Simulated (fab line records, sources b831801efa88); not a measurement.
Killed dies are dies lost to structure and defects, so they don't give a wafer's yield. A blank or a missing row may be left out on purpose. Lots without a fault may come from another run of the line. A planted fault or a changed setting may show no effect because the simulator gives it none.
A struck lot beside a sound one | flow sky130 | 18 steps out of a route of 708
Sound: wafers L311.1, L311.3, L311.4. Struck: wafers L321.1, L321.2, L321.3. The cause comes at the end.
At each step with rows: each side's tool, then ch and its chambers, then its first start. Under that, the readings that differ: sound wafers | struck wafers | difference of the means | sigmas: that difference in standard deviations of wafers without a fault.
alike: readings whose means differ by less than 2 such deviations, and words and numbers that are the same on both sides. not compared: withheld readings, readings that some wafer has no value for, bounds like >300 that may hide the same value, and numbers for which the record gives no deviation and whose values overlap.
The two part at a step that has a row with sigmas, a row that says differs or no value, or rows on one side only. Numbers that don't overlap but have no deviation are shown without sigmas and don't part them. A reading that every wafer of one side lacks parts them only if that side has two wafers or more.

SKY_LDD_HVP_STRIP_09: strips in O2/N2.
  sound on plasma_asher-02 ch 0,1, day 22 02:22; struck on plasma_asher-01 ch 0,1, day 25 17:46
  alike: chamber_pressure_mTorr, drypump_motor_current_A, o2_flow_sccm, oes_product_au, strip_time_to_endpoint_s
  not compared: rf_hours_counter_h
SKY_LDD_HVP_TW_MEAS_10:
  sound on film_metro-03, day 22 02:28; struck on film_metro-01, day 25 17:52
  reading    | sound       | struck      | difference | sigmas
  LDD_HVP_TW | 449 450 450 | 467 466 464 | +16        | +2
then, 7 steps without rows for these wafers: SKY_LDD_LDN_DEHYDRATE_00 (time 60 s); SKY_LDD_LDN_HMDS_01 (prime time 60 s); SKY_LDD_LDN_COAT_02 (resist thk 1140 nm); SKY_LDD_LDN_SOFTBAKE_03 (time 60 s); SKY_LDD_LDN_EXPOSE_04 (exposes mask LDNTM, target cd 700 nm); SKY_LDD_LDN_PEB_05; SKY_LDD_LDN_DEVELOP_06 (develop time 60 s).
SKY_LDD_LDN_OVL_MEAS_07:
  sound on overlay-01, day 23 08:56; struck on overlay-02, day 26 21:44
  alike: LDD_LDN_OVL
then, 2 steps without rows for these wafers: SKY_LDD_LDN_IMPLANT_08; SKY_LDD_LDN_IMPLANT_09.
SKY_LDD_LDN_IMPLANT_10:
  sound on implanter-01 ch 0, day 23 09:16; struck on implanter-04 ch 0, day 26 22:23
  alike: dose_ions_cm2
then, 1 step without rows for these wafers: SKY_LDD_LDN_IMPLANT_11.
SKY_LDD_LDN_STRIP_12: strips in O2/N2.
  sound on plasma_asher-01 ch 0,1, day 23 09:34; struck on plasma_asher-01 ch 0,1, day 26 22:41
  alike: chamber_pressure_mTorr, drypump_motor_current_A, o2_flow_sccm, oes_product_au, strip_time_to_endpoint_s
  not compared: rf_hours_counter_h
SKY_LDD_LDN_TW_MEAS_13:
  sound on film_metro-04, day 23 09:40; struck on film_metro-03, day 26 23:01
  reading    | sound          | struck         | difference | sigmas
  LDD_LDN_TW | 1483 1479 1488 | 1562 1563 1569 | +81        | +5
then, 1 step without rows for these wafers: SKY_LDD_LDN_CLEAN_14 (cleans in SC1/SC2, time 150 s).
-- the record jumps here: 22 days lie between the struck wafers' starts before and after (it left off in module LDD_LDN and takes up again in module PAD_OPEN, whose first step shown is number 708 of the route) --
SKY_PAD_OPEN_PROBE_99:
  sound on prober-02, day 46 06:50; struck on prober-02, day 48 11:10
  reading                         | sound          | struck         | difference | sigmas
  model.etest.tip_sonos.rs_ohm_sq | 2657 2630 2674 | 2467 2483 2489 | -174       |
  alike: killed_at_M0_to_M3, killed_at_M4_up, killed_at_contacts, killed_at_front_end, killed_at_other, killed_dies, killed_open, killed_short

WHERE THEY PART
First at SKY_LDD_HVP_TW_MEAS_10; last, within this record, at SKY_LDD_LDN_TW_MEAS_13. Later steps at which nothing parts them and some readings are alike: SKY_PAD_OPEN_PROBE_99.

WHY: what the simulator had put in
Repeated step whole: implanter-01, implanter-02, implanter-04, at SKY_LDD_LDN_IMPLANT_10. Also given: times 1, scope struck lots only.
